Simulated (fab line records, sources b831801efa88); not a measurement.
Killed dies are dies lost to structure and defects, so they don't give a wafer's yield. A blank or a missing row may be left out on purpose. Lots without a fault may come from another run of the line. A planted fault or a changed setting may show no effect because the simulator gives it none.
fab line records | flow sky130
record lots=14 wafers=42 last_day=50
route steps=708 shown SD_N@356 LI_CONTACT@373 LOCAL_INTERCONNECT@387 PAD_OPEN@708
lots that met no fault: from a run of the same line without faults
start_h: hours from the record's first day to the start of the lot's first wafer shown | wait_h: hours since the lot's step before | " the same as in the row above | L1.1+2: a row that stands for several wafers | - no value, or no start given | * or withheld: withheld | < > ~ a bound
route shown NAME@n: a module of which the file shows steps, and the number in the route of the first | usual: mean/standard deviation of fault-free wafers | same: alike in all rows | chamber/n: place in a boat | sites: the reading at each site | _std_site: their standard deviation | _edge_site: outer sites' mean less inner sites' | radius_mm: how far each site lies from the wafer's centre | mask NAME#n: copy n | behind: the tool/chamber that last shaped the wafer | hold: why the lot was held/for how many hours/how that ended | device: the transistor (n, p or np) that didn't switch | end of line: the same wafers' tests at the end of the route | a step without rows: its recipe alone | killed: dies lost to structure and defects at the first sort, not the wafer's yield | map: a wafer's dies, x killed, . not, _ none there
set.NAME: the setting as run; set.NAME@STEP: as run at that earlier step | model.NAME: the simulator's own value behind a step, which no gauge read
steps of the route over a sample of lots; a table a step, a row a wafer
services: from which hour (start_h, from the record's first day; less than 0 if before it) a tool's chamber was out of use, for how many hours, and why
## steps
# step SKY_SD_N_RTA_14
# recipe temp_c=1075 time_s=2 idle_temp_c=650 ramp_up_c_per_s=150 ramp_down_c_per_s=90 ambient=N2
# usual lamp_power_pct=15.74/0.05 wafer_temp_C_max=1078.0/1.2
# columns lot.wafer tool chamber start_h wait_h lamp_power_pct wafer_temp_C_max
L226.1 rtp_anneal-02 0 660.20 0.0 15.79 1076.7
L226.2 " 0 " " 15.74 1077.9
L226.5 " 0 " " 15.76 1076.9
L227.1 rtp_anneal-01 0 679.18 0.0 15.75 1078.2
L227.2 " 0 " " 15.77 1080.4
L227.6 " 0 " " 15.74 1079.8
L228.1 rtp_anneal-02 0 683.89 0.0 15.79 1076.7
L228.4 " 0 " " 15.70 1080.8
L228.5 " 0 " " 15.77 1079.6
L229.2 rtp_anneal-01 0 687.94 0.0 15.70 1078.5
L229.5 " 0 " " 15.72 1075.5
L229.6 " 0 " " 15.71 1078.4
L235.3 rtp_anneal-01 0 738.71 0.0 15.68 1079.1
L235.5 " 0 " " 15.72 1076.4
L235.6 " 0 " " 15.79 1078.2
L236.2 rtp_anneal-02 0 747.20 0.0 15.65 1077.8
L236.4 " 0 " " 15.76 1077.4
L236.5 " 0 " " 15.67 1075.7
L237.3 rtp_anneal-01 0 765.65 0.0 15.72 1076.2
L237.4 " 0 " " 15.81 1077.9
L237.6 " 0 " " 15.79 1076.9
L238.2 rtp_anneal-02 0 767.55 0.0 15.77 1079.7
L238.3 " 0 " " 15.74 1075.6
L238.6 " 0 " " 15.75 1076.6
L239.1 rtp_anneal-01 0 769.28 0.0 15.74 1076.3
L239.2 " 0 " " 15.79 1077.8
L239.5 " 0 " " 15.72 1075.5
L240.1 rtp_anneal-02 0 771.54 0.0 15.78 1078.2
L240.4 " 0 " " 15.79 1079.6
L240.6 " 0 " " 15.74 1075.8
L242.2 rtp_anneal-02 0 785.90 0.0 15.78 1078.2
L242.5 " 0 " " 15.77 1077.0
L242.6 " 0 " " 15.81 1077.8
L246.1 rtp_anneal-02 0 824.69 0.0 15.69 1078.8
L246.4 " 0 " " 15.71 1077.7
L246.5 " 0 " " 15.82 1076.3
L247.3 rtp_anneal-01 0 830.20 0.0 15.76 1078.9
L247.4 " 0 " " 15.70 1080.8
L247.6 " 0 " " 15.80 1078.2
L248.1 rtp_anneal-02 0 833.88 0.0 15.66 1077.7
L248.4 " 0 " " 15.73 1077.4
L248.5 " 0 " " 15.77 1077.7
# step SKY_LI_CONTACT_DEVELOP_11
# recipe develop_time_s=60 resist=KrF-thick dev_temp_c=21
# usual developer_temp_C=20.97/0.1
# columns lot.wafer tool chamber start_h wait_h developer_temp_C
L226.1 litho_track-01 0 690 - 20.90
L226.2 " 0 " " 21.02
L226.5 " 0 " " 20.84
L227.1 litho_track-02 0 708 - 21.19
L227.2 " 0 " " 20.99
L227.6 " 0 " " 21.08
L228.1 litho_track-03 0 713 - 21.06
L228.4 " 0 " " 21.09
L228.5 " 0 " " 21.03
L229.2 litho_track-03 0 717 - 21.01
L229.5 " 0 " " 21.13
L229.6 " 0 " " 21.04
L235.3 litho_track-01 0 766 - 20.83
L235.5 " 0 " " 20.81
L235.6 " 0 " " 20.87
L236.2 litho_track-02 0 775 - 22.92
L236.4 " 0 " " 22.86
L236.5 " 0 " " 22.94
L237.3 litho_track-02 0 793 - 23.16
L237.4 " 0 " " 23.04
L237.6 " 0 " " 22.97
L238.2 litho_track-01 0 795 - 20.88
L238.3 " 0 " " 20.94
L238.6 " 0 " " 21.07
L239.1 litho_track-02 0 796 - 22.96
L239.2 " 0 797 - 22.93
L239.5 " 0 " " 23.01
L240.1 litho_track-03 0 799 - 21.09
L240.4 " 0 " " 21.02
L240.6 " 0 " " 21.11
L242.2 litho_track-01 0 813 - 21.12
L242.5 " 0 " " 21.02
L242.6 " 0 814 - 21.00
L246.1 litho_track-03 0 852 - 20.92
L246.4 " 0 " " 20.96
L246.5 " 0 " " 20.80
L247.3 litho_track-01 0 857 - 21.01
L247.4 " 0 " " 21.03
L247.6 " 0 " " 21.02
L248.1 litho_track-02 0 860 - 20.96
L248.4 " 0 " " 20.86
L248.5 " 0 " " 20.85
# step SKY_LI_CONTACT_CD_MEAS_12
# recipe target_cd_nm=170
# usual cd_nm=170.1/1.6
# columns lot.wafer tool chamber start_h wait_h cd_nm
L226.1 cd_sem-02 - 690.19 - 171.1
L226.2 " - " " 169.9
L226.5 " - " " 170.0
L227.1 cd_sem-01 - 708.33 - 168.8
L227.2 " - " " 167.9
L227.6 " - " " 168.7
L228.1 cd_sem-01 - 713.86 - 169.8
L228.4 " - " " 170.8
L228.5 " - " " 171.3
L229.2 cd_sem-02 - 717.33 - 171.6
L229.5 " - " " 173.4
L229.6 " - " " 170.9
L235.3 cd_sem-01 - 766.88 - 169.4
L235.5 " - " " 169.3
L235.6 " - " " 169.4
L236.2 cd_sem-02 - 775.50 - 170.4
L236.4 " - " " 170.6
L236.5 " - " " 171.3
L237.3 cd_sem-01 - 793.82 - 172.9
L237.4 " - " " 171.3
L237.6 " - " " 171.5
L238.2 cd_sem-01 - 795.91 - 171.4
L238.3 " - " " 172.8
L238.6 " - " " 171.7
L239.1 cd_sem-01 - 797.13 - 171.8
L239.2 " - " " 172.1
L239.5 " - " " 171.1
L240.1 cd_sem-02 - 799.31 - 168.2
L240.4 " - " " 170.9
L240.6 " - " " 170.4
L242.2 cd_sem-02 - 814.06 - 170.6
L242.5 " - " " 170.4
L242.6 " - " " 171.3
L246.1 cd_sem-01 - 852.16 - 172.6
L246.4 " - " " 170.8
L246.5 " - " " 171.7
L247.3 cd_sem-01 - 857.93 - 171.1
L247.4 " - " " 170.7
L247.6 " - " " 171.0
L248.1 cd_sem-02 - 860.83 - 166.4
L248.4 " - " " 168.3
L248.5 " - " " 168.9
# step SKY_LOCAL_INTERCONNECT_SPUTTER_00
# recipe material=TiN target_thk_nm=100 temp_c=300 power_w=6500 time_s=83.3 chamber_pressure_pa=0.4
# usual throttle_valve_pct=30.0/1.1
# columns lot.wafer tool chamber start_h wait_h throttle_valve_pct
L226.1 pvd_sputter-02 - 691.51 0.2 30.7
L226.2 " - " " 31.1
L226.5 " - " " 31.3
L227.1 pvd_sputter-01 - 709.65 0.2 31.2
L227.2 " - " " 29.7
L227.6 " - " " 31.3
L228.1 pvd_sputter-02 - 715.19 0.2 29.5
L228.4 " - " " 31.0
L228.5 " - " " 30.7
L229.2 pvd_sputter-01 - 718.64 0.1 29.2
L229.5 " - " " 29.9
L229.6 " - " " 31.7
L235.3 pvd_sputter-03 - 768.16 0.1 31.9
L235.5 " - " " 32.0
L235.6 " - " " 27.6
L236.2 pvd_sputter-03 - 776.80 0.2 27.6
L236.4 " - " " 29.3
L236.5 " - " " 27.6
L237.3 pvd_sputter-02 - 795.11 0.2 30.0
L237.4 " - " " 29.5
L237.6 " - " " 29.5
L238.2 pvd_sputter-02 - 797.21 0.2 29.5
L238.3 " - " " 31.0
L238.6 " - " " 30.2
L239.1 pvd_sputter-03 - 798.46 0.1 29.2
L239.2 " - " " 32.1
L239.5 " - " " 31.9
L240.1 pvd_sputter-01 - 800.65 0.1 29.2
L240.4 " - " " 29.3
L240.6 " - " " 29.8
L242.2 pvd_sputter-02 - 815.36 0.2 30.7
L242.5 " - " " 29.9
L242.6 " - " " 30.8
L246.1 pvd_sputter-03 - 853.66 0.2 27.5
L246.4 " - " " 29.2
L246.5 " - " " 27.5
L247.3 pvd_sputter-01 - 859.39 0.1 31.6
L247.4 " - " " 30.3
L247.6 " - " " 31.1
L248.1 pvd_sputter-02 - 862.15 0.1 29.4
L248.4 " - " " 31.1
L248.5 " - " " 29.7
# step SKY_PAD_OPEN_PROBE_99
# usual killed_at_M0_to_M3=43/6.5 killed_at_M4_up=3.2/1.9 killed_at_contacts=25/5.5 killed_at_front_end=14/4.2 killed_at_other=0.2/0.44 killed_dies=85/8.5 killed_open=47/7 killed_short=39/6.3
# same gross_dies=492 killed_at_back_side=0
# columns lot.wafer tool chamber start_h wait_h killed_at_M0_to_M3 killed_at_M4_up killed_at_contacts killed_at_front_end killed_at_other killed_dies killed_open killed_short
L236.5 prober-01 - 1151.03 0.2 31 3 21 20 0 75 32 43
L240.1 prober-01 - 1171.45 0.1 41 2 23 17 0 83 37 46
L240.4 prober-01 - 1171.60 0.2 33 4 16 12 1 66 34 32
L240.6 prober-01 - 1171.70 0.2 56 2 11 16 0 85 45 40
L242.2 prober-01 - 1179.95 0.1 46 4 30 15 0 95 61 34
L242.5 prober-01 - 1180.10 0.2 45 3 34 15 0 97 54 43
L242.6 prober-01 - 1180.15 0.2 36 1 28 14 1 80 48 32
# killed by level:class
L236.5 POLY_GATE:geometric_particle:short=8 LI_CONTACT:geometric_particle:open=8 CONTACT:geometric_particle:open=7 METAL1:geometric_particle:short=6 FIELD_ISO:geometric_particle:short=5 VIA1:geometric_particle:open=5 VIA1:geometric_particle:short=4 VIA2:geometric_particle:open=4
L240.1 LOCAL_INTERCONNECT:geometric_particle:short=7 METAL1:geometric_particle:short=7 VIA1:geometric_particle:open=6 POLY_GATE:geometric_particle:short=6 CONTACT:geometric_particle:open=5 VIA3:geometric_particle:open=5 FIELD_ISO:geometric_particle:open=4 POLY_GATE:geometric_particle:open=4
L240.4 METAL2:geometric_particle:short=6 VIA1:geometric_particle:open=6 LOCAL_INTERCONNECT:geometric_particle:short=5 CONTACT:geometric_particle:open=5 METAL3:geometric_particle:short=5 FIELD_ISO:geometric_particle:open=4 FIELD_ISO:geometric_particle:short=3 POLY_GATE:geometric_particle:open=3
L240.6 VIA1:geometric_particle:open=15 METAL1:geometric_particle:short=9 VIA2:geometric_particle:open=8 VIA2:geometric_particle:short=6 FIELD_ISO:geometric_particle:short=5 VIA3:geometric_particle:open=5 CONTACT:geometric_particle:short=4 VIA3:geometric_particle:short=4
L242.2 VIA1:geometric_particle:open=14 CONTACT:geometric_particle:open=9 LI_CONTACT:geometric_particle:open=8 FIELD_ISO:geometric_particle:open=6 LOCAL_INTERCONNECT:geometric_particle:short=6 METAL1:geometric_particle:short=6 VIA2:geometric_particle:open=6 VIA3:geometric_particle:open=6
L242.5 VIA1:geometric_particle:open=17 CONTACT:geometric_particle:open=15 LI_CONTACT:geometric_particle:open=8 LOCAL_INTERCONNECT:geometric_particle:short=6 VIA1:geometric_particle:short=6 METAL2:geometric_particle:short=6 FIELD_ISO:geometric_particle:short=4 POLY_GATE:geometric_particle:open=4
L242.6 CONTACT:geometric_particle:open=13 VIA2:geometric_particle:open=8 VIA1:geometric_particle:open=6 METAL1:geometric_particle:short=4 LI_CONTACT:geometric_particle:open=4 CONTACT:geometric_particle:short=4 VIA1:geometric_particle:short=4 METAL2:geometric_particle:short=4
## services
# columns tool chamber start_h hours kind
pvd_sputter-01 - 648.74 3.0 repair
pvd_sputter-03 - 737.93 0.9 repair
pvd_sputter-01 - 745.35 6.2 repair
pvd_sputter-03 - 761.31 1.0 repair
pvd_sputter-02 - 768.48 8.8 repair
pvd_sputter-03 - 836.77 2.9 repair
## key
first_sign step=SKY_LI_CONTACT_DEVELOP_11 reading=developer_temp_C direction=up sigmas=19 usual=* struck=*
effect none on later readings
met_at SKY_LI_CONTACT_DEVELOP_11
struck_lots L236,L237,L239
tester_left_out L236,L237,L239
loop_trim step=SKY_LI_CONTACT_EXPOSE_09 setting=dose lots=L239
not_acting_at SKY_SD_N_RTA_14,SKY_LI_CONTACT_CD_MEAS_12,SKY_LOCAL_INTERCONNECT_SPUTTER_00
onset_between 708 775
fault kind=process_parameter_drift tool=litho_track-02 chamber=- onset_h=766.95 steps=SKY_LI_CONTACT_DEVELOP_11 channel=dev_temp_c offset=* shape=step end_h=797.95 acts_in=* stated=*
# tester_left_out: of these lots the tester's yield and bins aren't shown, on N5 and GAA mostly nor the transistor test; their killed dies are dies lost to structure and defects alone, not to doping, threshold or leakage, so they don't give the yield
# loop_trim: a control loop set the setting to another value than it would have without faults
